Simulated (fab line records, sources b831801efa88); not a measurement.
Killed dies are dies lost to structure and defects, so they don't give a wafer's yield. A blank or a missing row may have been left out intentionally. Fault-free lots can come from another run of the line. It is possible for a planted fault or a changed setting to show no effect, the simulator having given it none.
Which of the tools did it? -- flow gf180mcu -- 11 lots, 33 wafers sampled, at 6 steps of a route of 602

== WHAT THE GAUGES READ, wafer by wafer ==
GF_M5_OVL_MEAS_08. Usual: for M5_OVL the level is 2 nm and the standard deviation is 4.9.
lot,measured,on,M5_OVL (nm),flag
L619,day 26 05:59,overlay-01,1 1 -10,
L623,day 27 21:18,overlay-01,5 4 5,
L626,day 28 17:11,overlay-01,0 6 -7,
L628,day 29 12:25,overlay-01,-7 0 -4,
L629,day 29 21:28,overlay-01,5 -1 4,
L632,day 30 10:20,overlay-01,7 10 9,
L633,day 30 11:34,overlay-01,0 -5 -4,
L635,day 31 03:13,overlay-01,-5 -3 -4,
L637,day 31 17:00,overlay-01,7 8 7,
L641,day 32 12:49,overlay-01,3 4 6,
L642,day 32 23:10,overlay-02,3 6 2,

GF_V5_OVL_MEAS_15. Usual: for V5_OVL the level is 0 nm and the standard deviation is 6.6.
lot,measured,on,V5_OVL (nm),flag
L619,day 27 03:58,overlay-01,-1 -7 5,
L623,day 28 17:58,overlay-01,-5 -1 -5,
L626,day 29 13:35,overlay-01,-2 0 0,
L628,day 30 08:02,overlay-02,7 8 -1,
L629,day 30 16:57,overlay-01,11 14 8,
L632,day 31 06:06,overlay-01,2 3 1,
L633,day 31 06:49,overlay-02,9 0 6,
L635,day 31 21:34,overlay-01,6 1 9,
L637,day 32 11:37,overlay-02,2 -2 5,
L641,day 33 06:01,overlay-02,-11 -13 -6,
L642,day 33 15:47,overlay-01,-2 7 5,

GF_V5_RS_MEAS_24: measurement is done with a four-point probe. Usual: for V5_W_RS the level is 0.329 ohm/sq and the standard deviation is 0.0044.
lot,measured,on,V5_W_RS (ohm/sq),flag
L619,day 27 04:56,film metro-03,0.336 0.330 0.326,
L623,day 28 18:58,film metro-03,0.324 0.327 0.336,
L626,day 29 14:34,film metro-03,0.329 0.333 0.326,
L628,day 30 09:00,film metro-04,0.325 0.333 0.330,
L629,day 30 17:54,film metro-04,0.330 0.328 0.325,
L632,day 31 07:05,film metro-01,0.466 0.323 0.459 0.465 0.323 0.458,OFF
L633,day 31 07:47,film metro-04,0.463 0.317 0.462 0.463 0.317 0.464,OFF
L635,day 31 22:31,film metro-04,0.319 0.455 0.320 0.319 0.456 0.320,OFF
L637,day 32 12:37,film metro-03,0.329 0.325 0.325,
L641,day 33 07:23,film metro-04,0.330 0.331 0.331,
L642,day 33 16:46,film metro-04,0.331 0.331 0.329,

GF_V5_THK_MEAS_25: measures by xrf. Usual: for V5_W_THK the level is 339 nm and the standard deviation is 5.3.
lot,measured,on,V5_W_THK (nm),flag
L619,day 27 05:03,film metro-03,330 333 337,
L623,day 28 19:04,film metro-03,345 343 334,
L626,day 29 14:41,film metro-03,336 334 340,
L628,day 30 09:07,film metro-04,344 333 339,
L629,day 30 18:01,film metro-04,338 338 341,
L632,day 31 09:22,film metro-01,239 341 241 237 340 243,OFF
L633,day 31 12:04,film metro-04,244 353 244 244 354 244,OFF
L635,day 32 05:40,film metro-04,347 246 345 348 246 347,OFF
L637,day 32 12:43,film metro-03,341 344 347,
L641,day 33 07:29,film metro-04,341 341 342,
L642,day 33 16:53,film metro-04,343 344 344,

== TOOL THAT RAN EACH LOT (tool first, then ch and the chambers of the sampled wafers, then the start) ==
lot,GF_MIM_SPUTTER_07,GF_V5_CVD_23
L619,"pvd sputter-02, day 24 10:42","cvd w-02 ch 0,1, day 27 04:49"
L623,"pvd sputter-04, day 26 04:31","cvd w-01 ch 0,1, day 28 18:50"
L626,"pvd sputter-03, day 27 01:22","cvd w-02 ch 0,1, day 29 14:26"
L628,"pvd sputter-03, day 27 21:00","cvd w-01 ch 0,1, day 30 08:53"
L629,"pvd sputter-03, day 28 06:15","cvd w-02 ch 0,1, day 30 17:46"
L632,"pvd sputter-04, day 28 21:17","cvd w-01 ch 0,1, day 31 06:57"
L633,"pvd sputter-04, day 28 21:38","cvd w-01 ch 0,1, day 31 07:40"
L635,"pvd sputter-02, day 29 14:11","cvd w-01 ch 0,1, day 31 22:23"
L637,"pvd sputter-04, day 30 03:51","cvd w-02 ch 0,1, day 32 12:29"
L641,"pvd sputter-02, day 31 01:59","cvd w-02 ch 0,1, day 33 07:16"
L642,"pvd sputter-03, day 31 12:29","cvd w-02 ch 0,1, day 33 16:39"
- GF_MIM_SPUTTER_07: material TiN, target thk 60 nm, time 50 s.
- GF_V5_CVD_23: deposits W, target thk 350 nm, time 104.9 s.

== WHAT THE TOOLS THEMSELVES READ (means of the sampled wafers that have a number; where no wafer has one, the mark that the record gives instead) ==
GF_MIM_SPUTTER_07. Usual: 30.3 % for throttle valve pct, sd 0.84.
lot,tool,throttle valve pct (%),flag
L619,pvd sputter-02,29.6,
L623,pvd sputter-04,30.8,
L626,pvd sputter-03,29.7,
L628,pvd sputter-03,29.9,
L629,pvd sputter-03,29.7,
L632,pvd sputter-04,31.0,
L633,pvd sputter-04,30.9,
L635,pvd sputter-02,29.9,
L637,pvd sputter-04,31.7,
L641,pvd sputter-02,29.9,
L642,pvd sputter-03,29.7,

GF_V5_CVD_23. Usual: chamber pressure Torr 39.99 Torr, standard deviation 0.087; heater power w 983 W, standard deviation 110.
lot,tool,chamber pressure Torr (Torr),heater power w (W),flag
L619,cvd w-02,39.84,1064,
L623,cvd w-01,40.06,904,
L626,cvd w-02,40.03,1003,
L628,cvd w-01,39.88,931,
L629,cvd w-02,40.04,1012,
L632,cvd w-01,27.29,923,OFF
L633,cvd w-01,27.37,934,OFF
L635,cvd w-01,33.62,891,OFF
L637,cvd w-02,40.00,1016,
L641,cvd w-02,40.07,1082,
L642,cvd w-02,40.05,1009,

== THE ANSWER, worked out from the rows above alone ==
Rule: a lot is off if the mean of its wafers that have a number lies more than 3 standard deviations from the usual mean. Also off: a lot with no number at a reading for which 4 or more lots have one. All remaining lots with rows at the step are treated as sound. The gauges are gone through in route order, then the tools' own readings, and for those a lot's mean is taken as printed above. At the first step where some lot is off, the reading lying furthest off is the one used; lots without a number count as furthest.
Off: L632, L633, L635, at GF_V5_RS_MEAS_24 (V5_W_RS).
A tool fits if, at a process step before that reading, it ran every lot that is off, and no sound lot after the first of them. The gauges at GF_V5_RS_MEAS_24 aren't tried: what is off there is off at GF_V5_CVD_23 too, on other tools, and a gauge's error can't cause that. One fits: cvd w-01 at GF_V5_CVD_23. A fault onset in the window from L628 (day 30 08:53, its last sound lot) to L632 (day 31 06:57, its first lot off) fits.
On the lots that are off, the tool's own readings at GF_V5_CVD_23 differ by more than 5 times the standard deviation of the sound lots' means, which bears it out; chamber pressure Torr reads 29.43 Torr there versus 40.00 Torr on the sound lots.

== WHAT THE SIMULATOR HAD INSERTED ==
cvd w-01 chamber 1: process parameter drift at GF_V5_CVD_23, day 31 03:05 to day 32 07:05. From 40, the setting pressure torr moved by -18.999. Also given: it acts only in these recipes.
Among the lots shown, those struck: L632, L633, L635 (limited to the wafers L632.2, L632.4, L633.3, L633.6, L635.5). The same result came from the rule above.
